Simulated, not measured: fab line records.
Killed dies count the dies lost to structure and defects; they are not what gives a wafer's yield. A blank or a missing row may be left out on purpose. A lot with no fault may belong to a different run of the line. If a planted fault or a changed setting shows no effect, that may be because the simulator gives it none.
What tool caused it?    flow sky130    12 lots, 36 wafers sampled, at 4 steps of a route of 708

WHAT THE GAUGES READ, wafer by wafer
SKY_FIELD_ISO_THK_MEAS_02. Usual: FIELD_ISO_OXIDATION_00_THK 12.01 nm, standard deviation 0.26.
lot   measured     on             FIELD_ISO_OXIDATION_00_THK (nm)  flag
L865  day 1 11:39  film metro-01  11.78 11.84 12.04                
L866  day 1 17:06  film metro-01  11.75 11.92 11.80                
L867  day 1 22:01  film metro-03  12.17 12.26 12.34                
L869  day 2 09:38  film metro-02  11.86 11.87 12.11                
L870  day 2 14:11  film metro-03  11.37 11.56 11.47                
L872  day 2 23:40  film metro-03  12.26 12.23 12.17                
L873  day 3 03:39  film metro-03  12.27 12.41 12.33                
L877  day 4 01:04  film metro-02  12.04 11.88 11.80                
L879  day 4 10:25  film metro-02  11.76 11.80 11.71                
L885  day 5 19:38  film metro-03  12.11 12.10 11.99                
L887  day 6 02:52  film metro-02  12.41 12.42 12.17                
L888  day 6 07:23  film metro-01  12.59 12.46 12.49                

SKY_VT_ADJUST_LVTN_TW_MEAS_21. Usual: VT_ADJUST_LVTN_2_TW 189.2, standard deviation 1.4.
lot   measured      on             VT_ADJUST_LVTN_2_TW  flag
L865  day 7 19:29   film metro-04  188.7 188.0 187.9    
L866  day 8 07:22   film metro-04  188.5 189.4 190.3    
L867  day 8 09:55   film metro-02  188.8 188.8 189.0    
L869  day 8 19:42   film metro-02  188.7 188.4 188.1    
L870  day 9 05:06   film metro-04  188.8 189.3 188.6    
L872  day 9 20:41   film metro-01  191.6 190.9 190.6    
L873  day 10 01:28  film metro-01  190.8 191.7 190.5    
L877  day 11 04:22  film metro-02  141.7 141.9 141.3    OFF
L879  day 11 21:38  film metro-01  143.3 142.9 143.9    OFF
L885  day 13 12:31  film metro-01  190.3 189.8 190.5    
L887  day 14 10:43  film metro-02  188.1 187.5 188.0    
L888  day 14 12:39  film metro-02  186.5 187.2 188.5    

SKY_POLY_GATE_CD_MEAS_13: the cd target is 150 nm. Usual: cd nm 150.1 nm, standard deviation 1.2.
lot   measured      on         cd nm (nm)         flag
L865  day 16 09:59  cd sem-02  147.8 148.2 148.6  
L866  day 17 02:04  cd sem-02  152.1 149.8 150.6  
L867  day 17 04:47  cd sem-02  149.2 149.1 149.8  
L869  day 17 17:04  cd sem-02  151.2 150.9 151.0  
L870  day 18 21:16  cd sem-01  151.3 151.0 151.8  
L872  day 19 02:31  cd sem-01  148.6 148.6 147.9  
L873  day 19 08:34  cd sem-01  150.3 150.7 151.0  
L877  day 21 13:46  cd sem-01  150.3 150.2 148.8  
L879  day 21 20:37  cd sem-01  151.0 151.9 152.4  
L885  day 24 14:40  cd sem-02  148.3 149.5 149.2  
L887  day 24 15:37  cd sem-01  149.9 149.1 149.5  
L888  day 25 01:19  cd sem-02  151.7 150.2 152.1  

WHAT TOOL EACH LOT RAN ON (gives the tool, then ch and the chambers of the sampled wafers, and finally the start)
lot   SKY_VT_ADJUST_LVTN_IMPLANT_19
L865  implanter-03 ch 0, day 7 19:16
L866  implanter-03 ch 0, day 8 07:07
L867  implanter-03 ch 0, day 8 09:41
L869  implanter-01 ch 0, day 8 19:27
L870  implanter-03 ch 0, day 9 04:51
L872  implanter-01 ch 0, day 9 20:26
L873  implanter-04 ch 0, day 10 01:14
L877  implanter-03 ch 0, day 11 04:08
L879  implanter-03 ch 0, day 11 21:23
L885  implanter-01 ch 0, day 13 12:16
L887  implanter-04 ch 0, day 14 10:29
L888  implanter-03 ch 0, day 14 12:25
- SKY_VT_ADJUST_LVTN_IMPLANT_19

WHAT THE TOOLS THEMSELVES READ (means of the sampled wafers that have a number; where no wafer has one, the mark that the record gives instead)
SKY_VT_ADJUST_LVTN_IMPLANT_19. Usual: dose ions cm2 6.501e+11, standard deviation 8e+08; faraday current uA 3.66, standard deviation 0.074.
lot   tool          dose ions cm2  faraday current uA  flag
L865  implanter-03  6.497e+11      3.59                
L866  implanter-03  6.492e+11      3.67                
L867  implanter-03  6.493e+11      3.65                
L869  implanter-01  6.497e+11      3.62                
L870  implanter-03  6.503e+11      3.63                
L872  implanter-01  6.506e+11      3.64                
L873  implanter-04  6.504e+11      3.70                
L877  implanter-03  2.302e+11      1.28                OFF
L879  implanter-03  2.324e+11      1.31                OFF
L885  implanter-01  6.509e+11      3.67                
L887  implanter-04  6.498e+11      3.64                
L888  implanter-03  6.502e+11      3.57                

THE ANSWER, worked out from the rows above alone
Rule: a lot counts as off when the mean over its wafers that have a number is more than 3 standard deviations away from the usual mean. A lot without any number at a reading at which 4 lots or more have one is off too. Any other lot the step has rows for is counted as sound. First the gauges in route order, then the tools' own readings, where a lot's mean is used as printed above. The first step at which some lot is off is used, and at that step the reading that is off furthest; a lot without a number counts as furthest.
Off: L877, L879, seen at SKY_VT_ADJUST_LVTN_TW_MEAS_21 (VT_ADJUST_LVTN_2_TW).
A tool fits if, at a process step before that reading, it ran every lot that is off, and no sound lot after the first of them. The gauges at SKY_VT_ADJUST_LVTN_TW_MEAS_21 aren't tried: what is off there is off at SKY_VT_ADJUST_LVTN_IMPLANT_19 too, on other tools, and a gauge's error can't cause that. Of those tried, none fits.

WHAT THE SIMULATOR PUT IN
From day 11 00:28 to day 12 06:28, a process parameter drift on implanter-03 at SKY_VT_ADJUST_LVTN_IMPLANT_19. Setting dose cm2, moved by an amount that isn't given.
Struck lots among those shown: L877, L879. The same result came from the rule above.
